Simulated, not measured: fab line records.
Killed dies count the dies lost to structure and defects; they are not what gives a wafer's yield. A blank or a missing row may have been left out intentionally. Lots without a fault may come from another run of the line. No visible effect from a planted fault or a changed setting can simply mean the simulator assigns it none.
Matching of chambers || flow sky130 || SKY_VIA4_ETCH_12 on rieDiel-03: 4 sister chambers
The step etches SiO2 in C4F8/O2/Ar, stops on TiN, target depth 580 nm. 8 wafers are shown with their chamber, then 10 later ones without.

## WAFERS WITH THEIR CHAMBER
{"wafer": "L084.1", "chamber": 1, "oesProductAu (a.u.)": 0.934}
{"wafer": "L092.1", "chamber": 1, "oesProductAu (a.u.)": 0.921}
{"wafer": "L092.3", "chamber": 2, "oesProductAu (a.u.)": 0.924}
{"wafer": "L092.4", "chamber": 0, "oesProductAu (a.u.)": 0.922}
{"wafer": "L092.5", "chamber": 2, "oesProductAu (a.u.)": 0.928}
{"wafer": "L092.6", "chamber": 3, "oesProductAu (a.u.)": 0.922}
{"wafer": "L096.1", "chamber": 3, "oesProductAu (a.u.)": 0.932}
{"wafer": "L096.2", "chamber": 0, "oesProductAu (a.u.)": 0.922}

## WAFERS WITH NO CHAMBER GIVEN
{"wafer": "L096.3", "oesProductAu (a.u.)": 0.917}
{"wafer": "L096.4", "oesProductAu (a.u.)": 0.924}
{"wafer": "L096.5", "oesProductAu (a.u.)": 0.923}
{"wafer": "L096.6", "oesProductAu (a.u.)": 0.925}
{"wafer": "L097.1", "oesProductAu (a.u.)": 0.927}
{"wafer": "L097.2", "oesProductAu (a.u.)": 0.922}
{"wafer": "L097.3", "oesProductAu (a.u.)": 0.925}
{"wafer": "L097.4", "oesProductAu (a.u.)": 0.917}
{"wafer": "L097.5", "oesProductAu (a.u.)": 0.925}
{"wafer": "L097.6", "oesProductAu (a.u.)": 0.920}

## EACH ONE'S CHAMBER
{"wafer": "L096.3", "from the rows above": "can't be placed: 0 or 2 or 3 or 1", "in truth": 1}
{"wafer": "L096.4", "from the rows above": "can't be placed: 0 or 2 or 3 or 1", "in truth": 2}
{"wafer": "L096.5", "from the rows above": "can't be placed: 0 or 2 or 3 or 1", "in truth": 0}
{"wafer": "L096.6", "from the rows above": "can't be placed: 2 or 3 or 1 or 0", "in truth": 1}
{"wafer": "L097.1", "from the rows above": "can't be placed: 3 or 1 or 2 or 0", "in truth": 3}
{"wafer": "L097.2", "from the rows above": "can't be placed: 0 or 2 or 3 or 1", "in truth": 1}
{"wafer": "L097.3", "from the rows above": "can't be placed: 2 or 3 or 1 or 0", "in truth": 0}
{"wafer": "L097.4", "from the rows above": "can't be placed: 0 or 2 or 3 or 1", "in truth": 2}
{"wafer": "L097.5", "from the rows above": "can't be placed: 2 or 3 or 1 or 0", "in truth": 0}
{"wafer": "L097.6", "from the rows above": "can't be placed: 0 or 2 or 3 or 1", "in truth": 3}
0 of 10 placed correctly. Can't be placed from these rows: 10 (the true chamber is among the candidates in 10). Placed wrongly: 0.
How it was worked out, from the rows above alone: a wafer's distance from a chamber is the root of the sum, over the readings, of the square of ((its reading less the chamber's mean) divided by the reading's scatter). The wafer belongs to the nearest chamber; if the next one is less than 2 further off, it can't be placed. The mean given for a chamber averages the wafers shown for that chamber. The scatter: take each reading less its chamber's mean, square it, sum over the shown wafers, divide by the number of wafers less the number of chambers, and take the root.
